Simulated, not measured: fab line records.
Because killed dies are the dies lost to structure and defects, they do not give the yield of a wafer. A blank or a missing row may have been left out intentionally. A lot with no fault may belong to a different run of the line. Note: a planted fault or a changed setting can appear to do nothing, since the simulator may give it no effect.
Which of the tools did it?	flow sky130	72 wafers from 24 lots sampled at 5 of the route's 708 steps

WHAT EACH GAUGE READ, for each wafer
SKY_CONTACT_OVL_MEAS_15. Usual: CONTACT_OVL 1 nm, standard deviation 4.9.
lot	measured	on	CONTACT_OVL (nm)	flag
L074	day 31 09:52	overlay-01	3 7 6	
L076	day 32 08:50	overlay-02	0 -2 -4	
L075	day 32 11:41	overlay-01	-5 4 7	
L077	day 32 15:26	overlay-02	4 12 -5	
L078	day 32 16:59	overlay-02	9 2 2	
L079	day 33 07:58	overlay-02	-2 -3 -6	
L080	day 33 18:50	overlay-01	-1 0 0	
L081	day 34 01:34	overlay-01	0 3 1	
L082	day 34 06:54	overlay-01	3 3 7	
L083	day 34 19:48	overlay-01	-3 -3 -8	
L084	day 35 01:16	overlay-01	4 -2 -7	
L085	day 35 14:24	overlay-02	-4 -6 2	
L086	day 35 22:38	overlay-01	3 0 -2	
L087	day 35 23:55	overlay-01	7 2 8	
L088	day 36 08:20	overlay-02	1 4 -2	
L089	day 36 10:46	overlay-01	11 1 4	
L090	day 36 21:01	overlay-01	-7 -11 -4	
L092	day 37 05:59	overlay-02	6 4 6	
L091	day 37 11:13	overlay-02	5 0 -2	
L093	day 38 02:22	overlay-02	-3 -2 -7	
L095	day 38 03:23	overlay-02	7 -7 6	
L094	day 38 13:04	overlay-02	-1 -2 7	
L096	day 38 18:51	overlay-02	1 3 -5	
L097	day 38 22:52	overlay-01	8 6 9	

SKY_VIA2_BOW_MEAS_03. Usual: VIA2_BOW 84 um, standard deviation 7.
lot	measured	on	VIA2_BOW (um)	flag
L074	day 34 23:22	filmMetro-03	82 92 82	
L076	day 35 21:09	filmMetro-04	82 67 84	
L075	day 36 01:46	filmMetro-03	86 82 99	
L077	day 36 07:06	filmMetro-04	74 93 90	
L078	day 36 07:23	filmMetro-04	92 100 86	
L079	day 36 20:23	filmMetro-04	91 90 83	
L080	day 37 08:33	filmMetro-04	81 91 87	
L081	day 37 14:27	filmMetro-04	80 88 90	
L082	day 37 19:47	filmMetro-02	86 77 82	
L083	day 38 08:03	filmMetro-04	78 85 80	
L084	day 38 14:58	filmMetro-04	85 82 79	
L085	day 39 01:45	filmMetro-04	101 85 76	
L086	day 39 09:49	filmMetro-04	90 87 85	
L087	day 39 10:36	filmMetro-02	88 84 86	
L088	day 39 18:22	filmMetro-04	76 67 69	
L089	day 39 21:43	filmMetro-03	84 73 79	
L090	day 40 07:37	filmMetro-04	89 80 90	
L092	day 40 16:05	filmMetro-04	88 100 82	
L091	day 40 20:15	filmMetro-04	97 101 89	
L093	day 41 09:33	filmMetro-04	79 88 80	
L095	day 41 12:24	filmMetro-03	81 81 76	
L094	day 41 19:59	filmMetro-03	89 99 77	
L096	day 42 01:55	filmMetro-02	83 83 95	
L097	day 42 05:43	filmMetro-02	79 75 74	

SKY_VIA2_CD_MEAS_12: target cd 200 nm. Usual: 199.9 nm for cdNm, sd 1.3.
lot	measured	on	cdNm (nm)	flag
L074	day 36 01:17	cdSem-01	199.7 200.8 200.4	
L076	day 36 22:38	cdSem-01	199.9 199.7 199.3	
L075	day 37 04:34	cdSem-01	201.0 202.0 200.7	
L077	day 37 08:13	cdSem-01	200.7 200.9 200.2	
L078	day 37 08:50	cdSem-02	201.5 199.5 200.5	
L079	day 37 22:28	cdSem-01	199.7 199.7 200.7	
L080	day 38 10:10	cdSem-02	197.0 197.6 197.0	
L081	day 38 15:59	cdSem-02	200.3 200.6 202.3	
L082	day 38 21:50	cdSem-02	197.7 196.1 199.0	
L083	day 39 09:29	cdSem-02	200.4 198.3 200.4	
L084	day 39 16:10	cdSem-02	201.9 201.2 201.4	
L085	day 40 02:30	cdSem-01	198.8 200.0 199.1	
L086	day 40 10:57	cdSem-02	200.3 200.0 201.3	
L087	day 40 11:17	cdSem-02	202.4 200.4 202.1	
L088	day 40 19:05	cdSem-02	198.5 198.5 197.8	
L089	day 40 22:22	cdSem-01	200.8 201.1 199.3	
L090	day 41 08:10	cdSem-02	200.5 198.9 199.1	
L092	day 41 15:40	cdSem-01	200.0 199.5 200.0	
L091	day 41 20:10	cdSem-01	198.0 200.2 199.7	
L093	day 42 09:32	cdSem-02	201.6 201.8 201.6	
L095	day 42 11:50	cdSem-01	202.8 201.0 199.5	
L094	day 42 19:43	cdSem-02	199.1 199.9 198.8	
L096	day 43 02:14	cdSem-02	198.9 197.9 198.9	
L097	day 43 04:37	cdSem-01	200.4 200.4 198.7	

SKY_VIA2_OVL_MEAS_13. Usual: VIA2_OVL 1 nm, standard deviation 5.7.
lot	measured	on	VIA2_OVL (nm)	flag
L074	day 36 01:24	overlay-02	8 -2 -1	
L076	day 36 22:46	overlay-01	-16 -4 2	
L075	day 37 04:41	overlay-01	1 5 -4	
L077	day 37 08:19	overlay-01	4 1 -8	
L078	day 37 08:58	overlay-01	-4 -7 -3	
L079	day 37 22:35	overlay-01	6 1 0	
L080	day 38 10:17	overlay-02	2 -2 2	
L081	day 38 16:06	overlay-01	2 1 1	
L082	day 38 21:56	overlay-02	-1 4 -4	
L083	day 39 09:36	overlay-02	3 7 7	
L084	day 39 16:17	overlay-01	-6 1 3	
L085	day 40 02:35	overlay-02	0 0 10	
L086	day 40 11:02	overlay-02	-1 -13 -8	
L087	day 40 11:25	overlay-02	-8 -6 -7	
L088	day 40 19:13	overlay-01	10 15 10	
L089	day 40 22:29	overlay-01	0 9 1	
L090	day 41 08:17	overlay-02	10 8 -2	
L092	day 41 15:47	overlay-01	1 5 2	
L091	day 41 20:17	overlay-02	-2 0 6	
L093	day 42 09:40	overlay-02	-1 2 4	
L095	day 42 11:58	overlay-01	-2 8 -1	
L094	day 42 19:50	overlay-02	-4 -2 2	
L096	day 43 02:21	overlay-02	2 5 0	
L097	day 43 04:43	overlay-01	7 -1 7	

SKY_CAPM_THK_MEAS_04: measures by xrf. Usual: CAPM_TIN_THK 198.8 nm, standard deviation 2.4.
lot	measured	on	CAPM_TIN_THK (nm)	flag
L074	day 36 03:19	filmMetro-02	194.6 196.8 197.5	
L076	day 37 00:38	filmMetro-02	197.1 199.1 194.6	
L075	day 37 06:35	filmMetro-04	199.2 199.7 200.4	
L077	day 37 10:11	filmMetro-02	199.5 198.5 199.3	
L078	day 37 10:50	filmMetro-04	197.3 196.0 196.8	
L079	day 38 00:28	filmMetro-04	194.2 195.7 194.6	
L080	day 38 12:11	filmMetro-01	197.6 197.9 199.8	
L081	day 38 18:01	filmMetro-02	196.7 194.6 195.7	
L082	day 38 23:49	filmMetro-04	198.4 197.9 196.5	
L083	day 39 11:31	filmMetro-02	194.9 199.3 197.8	
L084	day 39 18:20	filmMetro-01	194.1 197.1 196.7	
L085	day 40 04:30	filmMetro-04	201.0 200.0 201.9	
L086	day 40 12:55	filmMetro-02	201.3 201.8 201.2	
L087	day 40 13:17	filmMetro-01	197.8 200.7 198.9	
L088	day 40 21:05	filmMetro-02	200.6 197.2 198.3	
L089	day 41 00:21	filmMetro-01	201.5 198.9 199.1	
L090	day 41 10:20	filmMetro-04	203.4 204.4 202.6	
L092	day 41 17:50	filmMetro-02	203.9 201.7 202.8	
L091	day 41 22:20	filmMetro-04	200.5 201.5 199.7	
L093	day 42 11:40	filmMetro-04	198.4 199.8 198.3	
L095	day 42 13:50	filmMetro-01	198.2 196.1 198.6	
L094	day 42 21:44	filmMetro-01	202.3 198.5 199.2	
L096	day 43 04:24	filmMetro-01	200.7 199.6 195.2	
L097	day 43 06:43	filmMetro-01	202.0 196.2 200.2	

EACH LOT AND THE TOOL THAT RAN IT (in order: tool; ch and the chambers of the sampled wafers; start)
There is no process step in the record ahead of these readings.

WHAT THE TOOLS THEMSELVES READ (means of the sampled wafers that have a number; where no wafer has one, the mark that the record gives instead)
The record holds no such reading with a usual standard deviation.

THE ANSWER, worked out from the rows above alone
Rule: a lot counts as off when the mean over its wafers that have a number is more than 3 standard deviations away from the usual mean. A lot without any number at a reading at which 4 lots or more have one is off too. All remaining lots with rows at the step are treated as sound. Order of review: gauges by route order, followed by the tools' own readings, for which a lot's mean as printed above is used. The first step at which some lot is off is used, and at that step the reading that is off furthest; a lot without a number counts as furthest.
Across all readings shown, no lot is off: no conclusion can be drawn from this.

WHAT WAS PUT IN BY THE SIMULATOR
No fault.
